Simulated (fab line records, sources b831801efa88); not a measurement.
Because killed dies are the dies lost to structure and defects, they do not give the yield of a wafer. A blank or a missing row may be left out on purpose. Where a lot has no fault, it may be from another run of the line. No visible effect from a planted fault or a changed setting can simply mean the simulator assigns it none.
The tool behind it: which one? | flow sky130 | 14 lots with 41 wafers sampled at 2 steps, on a route of 708 steps

## WHAT EACH GAUGE READ, for each wafer
SKY_SD_P_CD_MEAS_07: target cd 380 nm.
lot  | measured     | on        | cd_nm (nm)
L701 | day 26 06:11 | cd_sem-01 | 377.6 379.8 378.5
L704 | day 27 07:46 | cd_sem-01 | 382.4 382.1 381.1
L703 | day 27 09:17 | cd_sem-01 | 382.8 383.2 382.6
L706 | day 27 22:07 | cd_sem-01 | 376.8 376.4 377.1
L705 | day 28 00:40 | cd_sem-02 | 382.3 380.1 381.9
L708 | day 28 12:02 | cd_sem-02 | 380.9 377.9 377.3
L709 | day 28 22:46 | cd_sem-02 | 375.3 375.6 379.3
L710 | day 29 10:38 | cd_sem-01 | 380.1 382.2 381.1
L711 | day 29 10:56 | cd_sem-02 | 381.9 381.4 383.9
L712 | day 29 13:43 | cd_sem-01 | 376.2 376.6 377.3
L713 | day 29 21:22 | cd_sem-01 | 383.6 381.3 384.1
L716 | day 31 07:43 | cd_sem-01 | 346.1 349.7
L723 | day 32 13:58 | cd_sem-01 | 341.3 376.5 340.9
L724 | day 32 22:04 | cd_sem-01 | 380.3 379.6 379.6

## TOOL THAT RAN EACH LOT (tool first, then ch and the chambers of the sampled wafers, then the start)
lot  | SKY_SD_P_DEVELOP_06
L701 | litho_track-04 ch 0, day 26 05:58
L704 | litho_track-01 ch 0, day 27 07:37
L703 | litho_track-03 ch 0, day 27 09:08
L706 | litho_track-04 ch 0, day 27 21:58
L705 | litho_track-03 ch 0, day 28 00:31
L708 | litho_track-03 ch 0, day 28 11:53
L709 | litho_track-01 ch 0, day 28 22:37
L710 | litho_track-01 ch 0, day 29 10:29
L711 | litho_track-03 ch 0, day 29 10:47
L712 | litho_track-01 ch 0, day 29 13:34
L713 | litho_track-01 ch 0, day 29 21:13
L716 | litho_track-04 ch 0, day 31 07:35
L723 | litho_track-04 ch 0, day 32 13:50
L724 | litho_track-03 ch 0, day 32 21:55
- SKY_SD_P_DEVELOP_06: develop time 60 s.

## WHAT THE TOOLS THEMSELVES READ (means of the sampled wafers that have a number; where no wafer has one, the mark that the record gives instead)
SKY_SD_P_DEVELOP_06.
lot  | tool           | developer_temp_C (C)
L701 | litho_track-04 | 23.04
L704 | litho_track-01 | 22.96
L703 | litho_track-03 | 23.12
L706 | litho_track-04 | 23.08
L705 | litho_track-03 | 22.96
L708 | litho_track-03 | 22.95
L709 | litho_track-01 | 23.03
L710 | litho_track-01 | 23.02
L711 | litho_track-03 | 22.90
L712 | litho_track-01 | 22.81
L713 | litho_track-01 | 22.99
L716 | litho_track-04 | 23.06
L723 | litho_track-04 | 22.87
L724 | litho_track-03 | 22.91

## THE ANSWER, worked out from the rows above alone
Rule: what is usual is taken from the lots themselves. Put in order of their means at a reading, lots are off if they are a third of the lots or fewer, leave a main group of 4 or more, and stand apart from it by a gap of 3 or more times the standard deviation of the main group's means; of several such gaps the widest counts. Not used: any main group whose means are identical at the precision the tables above print for the reading. Also off: a lot with no number at a reading for which 4 or more lots have one. The other lots that the step has rows for count as sound. The gauges are gone through in route order, then the tools' own readings, and for those a lot's mean is taken as printed above. The first step at which some lot is off is used, and at that step the reading that is off furthest; a lot without a number counts as furthest.
Off: L716, L723 (SKY_SD_P_CD_MEAS_07, cd_nm). Main group: mean 380.0 nm, sd 2.3.
A tool fits if, at a process step before that reading, it ran every lot that is off, and no sound lot after the first of them. Gauges at SKY_SD_P_CD_MEAS_07: tried the same way as those tools. One fits: SKY_SD_P_DEVELOP_06 on litho_track-04. A fault onset in the window from L706 (day 27 21:58, its last sound lot) to L716 (day 31 07:35, its first lot off) fits.

## WHAT THE SIMULATOR HAD PUT IN
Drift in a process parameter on litho_track-04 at SKY_SD_P_DEVELOP_06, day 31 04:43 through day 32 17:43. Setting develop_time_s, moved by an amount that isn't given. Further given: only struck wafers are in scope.
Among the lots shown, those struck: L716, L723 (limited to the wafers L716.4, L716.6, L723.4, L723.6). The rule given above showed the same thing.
